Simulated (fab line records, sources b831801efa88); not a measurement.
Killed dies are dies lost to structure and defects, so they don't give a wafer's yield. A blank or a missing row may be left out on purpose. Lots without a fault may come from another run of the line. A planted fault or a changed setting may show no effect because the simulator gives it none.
Which tool did it? | flow gf180mcu | 24 lots, 72 wafers sampled, at 5 steps of a route of 602

WHAT THE GAUGES READ, wafer by wafer
GF_LVPWELL_TW_MEAS_11. Usual: LVPWELL_TW 558, standard deviation 4.
lot  | measured    | on            | LVPWELL_TW  | flag
L074 | day 3 22:01 | film_metro-02 | 560 562 562 |
L075 | day 4 03:53 | film_metro-01 | 563 554 558 |
L076 | day 4 09:50 | film_metro-03 | 557 559 559 |
L077 | day 4 14:10 | film_metro-01 | 555 557 555 |
L078 | day 4 19:13 | film_metro-01 | 556 555 555 |
L079 | day 5 00:49 | film_metro-02 | 567 570 568 |
L080 | day 5 06:51 | film_metro-02 | 568 567 564 |
L081 | day 5 15:36 | film_metro-01 | 555 555 554 |
L082 | day 5 20:53 | film_metro-03 | 556 557 559 |
L083 | day 6 01:39 | film_metro-02 | 564 562 565 |
L084 | day 6 05:46 | film_metro-01 | 553 555 556 |
L085 | day 6 09:11 | film_metro-01 | 556 555 557 |
L086 | day 6 17:29 | film_metro-01 | 553 554 554 |
L087 | day 6 22:58 | film_metro-01 | 553 556 556 |
L088 | day 7 03:25 | film_metro-02 | 561 564 562 |
L089 | day 7 12:52 | film_metro-01 | 554 554 557 |
L090 | day 7 18:46 | film_metro-01 | 555 555 553 |
L091 | day 7 22:28 | film_metro-01 | 554 558 556 |
L092 | day 8 03:13 | film_metro-01 | 560 558 561 |
L093 | day 8 08:20 | film_metro-01 | 560 558 556 |
L094 | day 8 14:58 | film_metro-01 | 557 561 560 |
L095 | day 8 20:23 | film_metro-02 | 558 558 559 |
L096 | day 9 02:33 | film_metro-01 | 559 560 558 |
L097 | day 9 07:43 | film_metro-03 | 557 561 561 |

GF_V1_BOW_MEAS_05. Usual: V1_BOW 83 um, standard deviation 7.2.
lot  | measured     | on            | V1_BOW (um) | flag
L074 | day 17 09:50 | film_metro-02 | 95 76 71    |
L075 | day 17 13:16 | film_metro-02 | 89 80 83    |
L076 | day 18 02:33 | film_metro-02 | 84 84 97    |
L077 | day 18 06:34 | film_metro-02 | 87 87 90    |
L078 | day 18 14:48 | film_metro-02 | 77 86 82    |
L079 | day 19 00:38 | film_metro-04 | 85 82 82    |
L080 | day 19 10:24 | film_metro-04 | 81 78 83    |
L081 | day 20 00:38 | film_metro-02 | 75 77 83    |
L082 | day 20 12:13 | film_metro-04 | 78 87 86    |
L083 | day 20 17:58 | film_metro-04 | 92 98 89    |
L084 | day 20 23:46 | film_metro-04 | 73 97 75    |
L085 | day 21 10:41 | film_metro-01 | 72 76 72    |
L086 | day 21 20:24 | film_metro-02 | 80 85 89    |
L087 | day 22 00:10 | film_metro-01 | 73 85 88    |
L088 | day 22 14:29 | film_metro-04 | 86 79 91    |
L089 | day 22 21:19 | film_metro-01 | 73 81 84    |
L090 | day 23 08:02 | film_metro-02 | 77 90 72    |
L091 | day 23 11:13 | film_metro-04 | 70 71 72    |
L092 | day 23 18:35 | film_metro-04 | 77 76 90    |
L093 | day 23 23:49 | film_metro-02 | 82 95 66    |
L094 | day 24 09:37 | film_metro-02 | 81 74 87    |
L095 | day 24 15:49 | film_metro-02 | 78 78 74    |
L096 | day 25 00:30 | film_metro-04 | 72 80 86    |
L097 | day 25 05:18 | film_metro-02 | 91 91 98    |

GF_V1_THK_MEAS_25: measures by xrf. Usual: V1_W_THK 353 nm, standard deviation 4.6.
lot  | measured     | on            | V1_W_THK (nm) | flag
L074 | day 18 10:19 | film_metro-01 | 351 357 353   |
L075 | day 18 14:05 | film_metro-04 | 352 363 352   |
L076 | day 19 02:54 | film_metro-04 | 355 348 357   |
L077 | day 19 07:51 | film_metro-01 | 361 353 363   |
L078 | day 19 16:10 | film_metro-04 | 341 346 343   |
L079 | day 20 02:34 | film_metro-02 | 354 352 357   |
L080 | day 20 11:44 | film_metro-02 | 354 352 357   |
L081 | day 21 01:55 | film_metro-01 | 350 351 352   |
L082 | day 21 13:24 | film_metro-02 | 353 350 353   |
L083 | day 21 18:41 | film_metro-02 | 355 351 353   |
L084 | day 22 00:50 | film_metro-04 | 357 355 357   |
L085 | day 22 12:05 | film_metro-04 | 352 351 353   |
L086 | day 22 20:55 | film_metro-04 | 349 352 354   |
L087 | day 23 01:16 | film_metro-04 | 349 349 354   |
L088 | day 23 14:36 | film_metro-02 | 348 353 349   |
L089 | day 23 21:33 | film_metro-02 | 353 356 346   |
L090 | day 24 07:11 | film_metro-02 | 348 347 352   |
L091 | day 24 11:16 | film_metro-01 | 356 362 353   |
L092 | day 24 17:38 | film_metro-02 | 348 347 349   |
L093 | day 24 22:39 | film_metro-01 | 357 353 356   |
L094 | day 25 08:18 | film_metro-02 | 352 354 353   |
L095 | day 25 13:46 | film_metro-01 | 358 355 358   |
L096 | day 25 23:28 | film_metro-01 | 362 359 362   |
L097 | day 26 04:11 | film_metro-02 | 356 355 357   |

GF_M4_OVL_MEAS_15. Usual: M4_OVL 0 nm, standard deviation 5.4.
lot  | measured     | on         | M4_OVL (nm) | flag
L074 | day 23 15:23 | overlay-02 | 1 2 5       |
L075 | day 23 18:59 | overlay-02 | 13 0 5      |
L076 | day 24 06:29 | overlay-01 | -1 6 3      |
L077 | day 24 12:31 | overlay-02 | -1 -5 1     |
L078 | day 24 18:22 | overlay-01 | -3 2 -1     |
L079 | day 25 05:16 | overlay-02 | -6 7 -3     |
L080 | day 25 14:14 | overlay-02 | -5 0 -7     |
L081 | day 25 23:31 | overlay-02 | 4 5 0       |
L082 | day 26 12:59 | overlay-01 | -2 -2 -14   |
L083 | day 26 15:11 | overlay-01 | 2 -2 8      |
L084 | day 26 21:43 | overlay-02 | 3 -1 4      |
L085 | day 27 07:44 | overlay-01 | -1 -1 -7    |
L086 | day 27 15:40 | overlay-02 | -6 -4 5     |
L087 | day 27 17:40 | overlay-01 | 0 -5 -3     |
L088 | day 28 07:11 | overlay-01 | 0 -5 5      |
L089 | day 28 12:35 | overlay-01 | 0 -2 10     |
L090 | day 28 21:17 | overlay-01 | 3 5 17      |
L091 | day 28 23:41 | overlay-02 | 3 -1 5      |
L092 | day 29 06:41 | overlay-01 | -10 -8 -1   |
L093 | day 29 11:13 | overlay-02 | -7 -3 -1    |
L094 | day 29 18:47 | overlay-01 | 2 6 11      |
L095 | day 30 01:25 | overlay-01 | 7 8 8       |
L096 | day 30 08:53 | overlay-02 | 0 0 -10     |
L097 | day 30 12:32 | overlay-01 | 9 -3 -2     |

WHICH TOOL RAN EACH LOT (tool, then ch and the chambers of the sampled wafers, then the start)
lot  | GF_V1_CMP_26
L074 | cmp-01 ch 0,3, day 18 10:25
L075 | cmp-02 ch 1,2,3, day 18 14:08
L076 | cmp-02 ch 0,2,3, day 19 03:01
L077 | cmp-02 ch 0,1,3, day 19 07:58
L078 | cmp-02 ch 0,1, day 19 16:25
L079 | cmp-01 ch 0,1,2, day 20 02:40
L080 | cmp-01 ch 0,1,3, day 20 12:22
L081 | cmp-02 ch 1,2,3, day 21 02:04
L082 | cmp-01 ch 1,3, day 21 13:31
L083 | cmp-01 ch 0,1,3, day 21 18:50
L084 | cmp-02 ch 0,1, day 22 00:52
L085 | cmp-02 ch 0,1,3, day 22 12:08
L086 | cmp-01 ch 0,2,3, day 22 21:02
L087 | cmp-01 ch 0,2,3, day 23 01:20
L088 | cmp-02 ch 0,1,3, day 23 14:47
L089 | cmp-01 ch 0,2, day 23 21:38
L090 | cmp-02 ch 0,1,2, day 24 07:14
L091 | cmp-01 ch 0,3, day 24 11:19
L092 | cmp-02 ch 0,2,3, day 24 17:46
L093 | cmp-01 ch 0,2,3, day 24 22:52
L094 | cmp-02 ch 0,2,3, day 25 08:25
L095 | cmp-01 ch 0,2, day 25 13:50
L096 | cmp-02 ch 0,1,2, day 25 23:31
L097 | cmp-02 ch 0,2,3, day 26 04:15
- GF_V1_CMP_26: polishes, stops on SiO2, t overpolish 15 s, target thk 0 nm.

WHAT THE TOOLS THEMSELVES READ (means of the sampled wafers that have a number; where no wafer has one, the mark that the record gives instead)
GF_V1_CMP_26. Usual: motor_current_A 11.4 A, standard deviation 1.1; overpolish_run_s 14.999 s, standard deviation 0.0098; slurry_filter_dp_kPa 13.51 kPa, standard deviation 0.15; time_to_endpoint_s 82.4 s, standard deviation 2.9.
lot  | tool   | motor_current_A (A) | overpolish_run_s (s) | slurry_filter_dp_kPa (kPa) | time_to_endpoint_s (s) | flag
L074 | cmp-01 | 12.1                | 14.995               | 13.49                      | 82.7                   |
L075 | cmp-02 | 11.1                | 14.993               | 13.48                      | 88.0                   |
L076 | cmp-02 | 10.1                | 15.002               | 13.51                      | 83.2                   |
L077 | cmp-02 | 10.6                | 15.007               | 13.52                      | 85.5                   |
L078 | cmp-02 | 10.6                | 15.010               | 13.44                      | 82.4                   |
L079 | cmp-01 | 12.4                | 14.997               | 13.64                      | 84.2                   |
L080 | cmp-01 | 12.1                | 15.000               | 13.57                      | 83.9                   |
L081 | cmp-02 | 10.8                | 14.988               | 13.44                      | 82.6                   |
L082 | cmp-01 | 12.5                | 14.995               | 13.45                      | 80.4                   |
L083 | cmp-01 | 11.9                | 15.003               | 13.54                      | 81.7                   |
L084 | cmp-02 | 10.3                | 15.005               | 13.49                      | 83.3                   |
L085 | cmp-02 | 10.4                | 14.997               | 13.59                      | 83.8                   |
L086 | cmp-01 | 12.2                | 14.999               | 13.43                      | 82.0                   |
L087 | cmp-01 | 11.8                | 14.991               | 13.32                      | 79.5                   |
L088 | cmp-02 | 10.5                | 14.997               | 13.57                      | 83.2                   |
L089 | cmp-01 | 12.1                | 14.988               | 13.48                      | 78.2                   |
L090 | cmp-02 | 10.9                | 15.000               | 13.52                      | 79.7                   |
L091 | cmp-01 | 11.6                | 14.995               | 13.46                      | 79.2                   |
L092 | cmp-02 | 10.5                | 14.996               | 13.43                      | 82.8                   |
L093 | cmp-01 | 11.8                | 14.999               | 13.54                      | 79.4                   |
L094 | cmp-02 | 10.5                | 15.001               | 13.42                      | 79.6                   |
L095 | cmp-01 | 12.2                | 15.000               | 13.59                      | 81.5                   |
L096 | cmp-02 | 10.9                | 14.995               | 13.50                      | 84.9                   |
L097 | cmp-02 | 10.6                | 15.004               | 13.65                      | 86.6                   |

THE ANSWER, worked out from the rows above alone
Rule: a lot is off if the mean of its wafers that have a number lies more than 3 standard deviations from the usual mean. A lot without any number at a reading at which 4 lots or more have one is off too. The other lots that the step has rows for count as sound. The gauges are gone through in route order, then the tools' own readings, and for those a lot's mean is taken as printed above. The first step at which some lot is off is used, and at that step the reading that is off furthest; a lot without a number counts as furthest.
No lot is off at any reading shown: from this, nothing can be told.

WHAT THE SIMULATOR HAD PUT IN
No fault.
